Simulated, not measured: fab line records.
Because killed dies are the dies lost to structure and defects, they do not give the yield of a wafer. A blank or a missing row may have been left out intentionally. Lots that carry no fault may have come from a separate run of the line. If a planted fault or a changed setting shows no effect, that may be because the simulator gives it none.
Which tool did it? / flow gf180mcu / Sampling: 13 lots, 39 wafers, 5 of 602 route steps

WHAT THE GAUGES SHOWED, per wafer
GF_M2_THK_MEAS_06: measures by xrf.
lot=L826; measured=day 18 18:58; on=filmMetro-04; M2_ALCU_THK (nm)=444 432 446
lot=L827; measured=day 19 04:27; on=filmMetro-01; M2_ALCU_THK (nm)=445 453 437
lot=L829; measured=day 19 17:44; on=filmMetro-01; M2_ALCU_THK (nm)=450 449 450
lot=L830; measured=day 19 23:15; on=filmMetro-01; M2_ALCU_THK (nm)=448 446 445
lot=L831; measured=day 20 09:08; on=filmMetro-01; M2_ALCU_THK (nm)=445 447 447
lot=L832; measured=day 20 16:42; on=filmMetro-01; M2_ALCU_THK (nm)=454 453 449
lot=L836; measured=day 22 16:19; on=filmMetro-03; M2_ALCU_THK (nm)=450 451 453
lot=L841; measured=day 25 06:04; on=filmMetro-03; M2_ALCU_THK (nm)=442 450 448
lot=L842; measured=day 25 07:08; on=filmMetro-03; M2_ALCU_THK (nm)=450 447 445
lot=L844; measured=day 26 03:49; on=filmMetro-03; M2_ALCU_THK (nm)=443 442 448
lot=L846; measured=day 26 12:20; on=filmMetro-01; M2_ALCU_THK (nm)=449 450 450
lot=L847; measured=day 26 14:33; on=filmMetro-01; M2_ALCU_THK (nm)=437 443 443
lot=L845; measured=day 26 14:44; on=filmMetro-04; M2_ALCU_THK (nm)=450 446 452

GF_V2_BOW_MEAS_05.
lot=L826; measured=day 19 20:14; on=filmMetro-02; V2_BOW (um)=105 106 113
lot=L827; measured=day 20 05:33; on=filmMetro-04; V2_BOW (um)=116 96 99
lot=L829; measured=day 20 18:16; on=filmMetro-04; V2_BOW (um)=99 103 103
lot=L830; measured=day 21 00:13; on=filmMetro-04; V2_BOW (um)=87 89 109
lot=L831; measured=day 21 10:47; on=filmMetro-04; V2_BOW (um)=91 98 92
lot=L832; measured=day 21 17:57; on=filmMetro-04; V2_BOW (um)=95 93 105
lot=L836; measured=day 23 16:08; on=filmMetro-02; V2_BOW (um)=90 101 101
lot=L841; measured=day 26 04:59; on=filmMetro-02; V2_BOW (um)=92 105 118
lot=L842; measured=day 26 06:19; on=filmMetro-04; V2_BOW (um)=93 82 110
lot=L844; measured=day 27 01:31; on=filmMetro-03; V2_BOW (um)=90 90 100
lot=L846; measured=day 27 10:22; on=filmMetro-02; V2_BOW (um)=104 93 109
lot=L847; measured=day 27 12:12; on=filmMetro-04; V2_BOW (um)=82 97 101
lot=L845; measured=day 27 12:37; on=filmMetro-04; V2_BOW (um)=122 112 113

GF_V3_THK_MEAS_01.
lot=L826; measured=day 21 21:57; on=filmMetro-03; V3_CVD_00_THK (nm)=591 594 590
lot=L827; measured=day 22 07:53; on=filmMetro-01; V3_CVD_00_THK (nm)=602 599 596
lot=L829; measured=day 22 19:49; on=filmMetro-02; V3_CVD_00_THK (nm)=603 596 601
lot=L830; measured=day 23 01:53; on=filmMetro-02; V3_CVD_00_THK (nm)=590 590 601
lot=L831; measured=day 23 12:10; on=filmMetro-01; V3_CVD_00_THK (nm)=600 596 590
lot=L832; measured=day 23 17:49; on=filmMetro-03; V3_CVD_00_THK (nm)=599 600 595
lot=L836; measured=day 25 13:46; on=filmMetro-02; V3_CVD_00_THK (nm)=715 601 598 714 600 598
lot=L841; measured=day 28 00:49; on=filmMetro-01; V3_CVD_00_THK (nm)=594 594 596
lot=L842; measured=day 28 02:49; on=filmMetro-03; V3_CVD_00_THK (nm)=601 598 603
lot=L844; measured=day 28 18:49; on=filmMetro-02; V3_CVD_00_THK (nm)=597 599 595
lot=L846; measured=day 29 04:54; on=filmMetro-01; V3_CVD_00_THK (nm)=601 602 600
lot=L847; measured=day 29 05:20; on=filmMetro-02; V3_CVD_00_THK (nm)=605 598 597
lot=L845; measured=day 29 05:42; on=filmMetro-01; V3_CVD_00_THK (nm)=587 596 594

GF_V3_RS_MEAS_24: uses a four-point probe to measure.
lot=L826; measured=day 22 22:27; on=filmMetro-02; V3_W_RS (ohm/sq)=0.333 0.330 0.330
lot=L827; measured=day 23 08:01; on=filmMetro-01; V3_W_RS (ohm/sq)=0.329 0.329 0.328
lot=L829; measured=day 23 19:47; on=filmMetro-02; V3_W_RS (ohm/sq)=0.329 0.330 0.327
lot=L830; measured=day 24 01:30; on=filmMetro-03; V3_W_RS (ohm/sq)=0.328 0.323 0.326
lot=L831; measured=day 24 11:08; on=filmMetro-03; V3_W_RS (ohm/sq)=0.321 0.323 0.323
lot=L832; measured=day 24 17:20; on=filmMetro-02; V3_W_RS (ohm/sq)=0.327 0.327 0.326
lot=L836; measured=day 26 13:10; on=filmMetro-03; V3_W_RS (ohm/sq)=0.325 0.330 0.326
lot=L841; measured=day 28 21:43; on=filmMetro-01; V3_W_RS (ohm/sq)=0.328 0.325 0.326
lot=L842; measured=day 28 22:31; on=filmMetro-03; V3_W_RS (ohm/sq)=0.334 0.314 0.318
lot=L844; measured=day 29 14:38; on=filmMetro-02; V3_W_RS (ohm/sq)=0.319 0.319 0.327
lot=L846; measured=day 30 01:26; on=filmMetro-02; V3_W_RS (ohm/sq)=0.315 0.325 0.314
lot=L847; measured=day 30 01:59; on=filmMetro-03; V3_W_RS (ohm/sq)=0.328 0.325 0.324
lot=L845; measured=day 30 02:23; on=filmMetro-03; V3_W_RS (ohm/sq)=0.332 0.328 0.326

TOOL THAT RAN EACH LOT (tool first, then ch and the chambers of the sampled wafers, then the start)
lot=L826; GF_V3_CVD_00=hdpcvd-01 ch 0,1, day 21 21:53
lot=L827; GF_V3_CVD_00=hdpcvd-02 ch 0,1,2, day 22 07:47
lot=L829; GF_V3_CVD_00=hdpcvd-02 ch 0,1,2, day 22 19:44
lot=L830; GF_V3_CVD_00=hdpcvd-02 ch 0,1,2, day 23 01:49
lot=L831; GF_V3_CVD_00=hdpcvd-01 ch 0,2, day 23 12:05
lot=L832; GF_V3_CVD_00=hdpcvd-01 ch 0,1, day 23 17:44
lot=L836; GF_V3_CVD_00=hdpcvd-02 ch 0,1,2, day 25 13:42
lot=L841; GF_V3_CVD_00=hdpcvd-01 ch 0,1,2, day 28 00:44
lot=L842; GF_V3_CVD_00=hdpcvd-01 ch 0,1, day 28 02:44
lot=L844; GF_V3_CVD_00=hdpcvd-01 ch 0,2, day 28 18:44
lot=L846; GF_V3_CVD_00=hdpcvd-02 ch 0,1,2, day 29 04:50
lot=L847; GF_V3_CVD_00=hdpcvd-02 ch 1,2, day 29 05:16
lot=L845; GF_V3_CVD_00=hdpcvd-01 ch 0,1,2, day 29 05:37
- GF_V3_CVD_00: deposits SiO2, target thk 600 nm, time 100 s.

WHAT THE TOOLS THEMSELVES READ (means of the sampled wafers that have a number; where no wafer has one, the mark that the record gives instead)
GF_V3_CVD_00.
lot=L826; tool=hdpcvd-01; sih4FlowSccm (sccm)=59.79
lot=L827; tool=hdpcvd-02; sih4FlowSccm (sccm)=59.90
lot=L829; tool=hdpcvd-02; sih4FlowSccm (sccm)=60.03
lot=L830; tool=hdpcvd-02; sih4FlowSccm (sccm)=60.11
lot=L831; tool=hdpcvd-01; sih4FlowSccm (sccm)=60.00
lot=L832; tool=hdpcvd-01; sih4FlowSccm (sccm)=60.12
lot=L836; tool=hdpcvd-02; sih4FlowSccm (sccm)=64.07
lot=L841; tool=hdpcvd-01; sih4FlowSccm (sccm)=60.01
lot=L842; tool=hdpcvd-01; sih4FlowSccm (sccm)=59.91
lot=L844; tool=hdpcvd-01; sih4FlowSccm (sccm)=59.93
lot=L846; tool=hdpcvd-02; sih4FlowSccm (sccm)=59.82
lot=L847; tool=hdpcvd-02; sih4FlowSccm (sccm)=60.16
lot=L845; tool=hdpcvd-01; sih4FlowSccm (sccm)=59.94

THE ANSWER, worked out from the rows above alone
Rule: the usual values come from the lots themselves. The widest of any qualifying gaps counts: lots, ordered by their means at a reading, are off when they make up no more than a third of the lots, leave a main group of 4 or more, and stand apart from it by 3 or more times the standard deviation of that group's means. If all means in a main group match to the digits the tables above print for the reading, that group is not used. Also off: a lot with no number at a reading for which 4 or more lots have one. Any other lot the step has rows for is counted as sound. The gauges are gone through in route order, then the tools' own readings, and for those a lot's mean is taken as printed above. The first step at which some lot is off is used, and at that step the reading that is off furthest; a lot without a number counts as furthest.
Off: L836, at GF_V3_THK_MEAS_01 (V3_CVD_00_THK). The main group has a mean of 597 nm with a standard deviation of 3.2.
A tool fits if, at a process step before that reading, it ran every lot that is off, and no sound lot after the first of them. The gauges at GF_V3_THK_MEAS_01 aren't tried: what is off there is off at GF_V3_CVD_00 too, on other tools, and a gauge's error can't cause that. None of those tried fits.

WHAT THE SIMULATOR HAD PUT IN
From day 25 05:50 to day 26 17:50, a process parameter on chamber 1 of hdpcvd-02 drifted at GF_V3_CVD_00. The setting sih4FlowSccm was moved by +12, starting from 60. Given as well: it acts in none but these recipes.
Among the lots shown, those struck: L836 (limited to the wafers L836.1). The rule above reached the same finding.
